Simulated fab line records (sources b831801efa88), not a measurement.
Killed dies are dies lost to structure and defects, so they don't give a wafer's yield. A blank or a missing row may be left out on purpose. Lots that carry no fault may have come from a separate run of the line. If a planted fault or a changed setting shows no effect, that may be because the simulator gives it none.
8D (eight disciplines) problem report, filled in by code / flow gf180mcu / the parts of the form that need people (team, actions taken, sign-off) are left out

1. WHAT IS WRONG
At GF_CONTACT_DEVELOP_13, developer temp C averages 21.90 C over 6 wafers from 2 lots, while fault-free wafers read 21.02 C, standard deviation 0.11. That puts it +8.0 standard deviations away from the usual mean.
The step: develop time 60 s.
First seen on wafer L486.1, day 17 04:10, on litho track-03. Wafers with a number at this step in the record: 42, from 14 lots. The rule behind "out" and "out of limits": a value lying over 4 standard deviations away from the usual mean. Any other wafer with a number is counted as sound.

2. WHAT IT IS, WHAT IT ISN'T
question=which readings at this step | is=developer temp C | is not=exhaust pa
question=which lots | is=L486, L488 | is not=L483, L484, L485, L487, L497, L498, L501, L502, L503, L504, L505, L506
question=which wafers of those lots | is=all that have a number | is not=-
question=read on which tools | is=litho track-03 | is not=litho track-01, litho track-02
question=when | is=from day 17 04:10 | is not=up to then (9 sound wafers); but 27 sound wafers of L487, L497, L498, L501, L502, L503, L504, L505, L506 came after

3. WHAT RULES OUT EACH SUSPECT
Counting: a tool at a process step up to the reading stays a suspect if it ran every lot that is out and no sound lot after the first of them.
- litho track-03 at GF_CONTACT_DEVELOP_13 (develop time 60 s): ruled out as a lasting fault. After its first lot that is out, L486 (day 17 04:10), sound lots L497, L502, L506 ran on it.
Left after counting: nothing in the record.

4. THE CAUSE (what the simulator had put in)
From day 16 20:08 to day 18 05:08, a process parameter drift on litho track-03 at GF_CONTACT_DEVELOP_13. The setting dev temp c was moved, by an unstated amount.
Counting ruled it out, wrongly.

5. THE EFFECT CHAIN, in route order
Rows list readings where the struck wafers' mean (over those with a number) sits beyond 3 standard deviations from the usual. Only readings whose record carries a usual standard deviation are examined. hours: median over the lots of the time between each lot's start at the first step of this table that gives one and its start at this step. sigmas: the change, counted in usual standard deviations.
hours=0; step=GF_CONTACT_DEVELOP_13; reading=developer temp C; usual=21.02 C; on struck wafers=21.90; change=+0.88; sigmas=+8.0
It contains these process steps:
- GF_CONTACT_DEVELOP_13: develop time 60 s.

6. WHAT WOULD HAVE CAUGHT IT SOONER
The fault began at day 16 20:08; the first out-of-limits reading in this record came at day 17 04:10, 8 hours later.
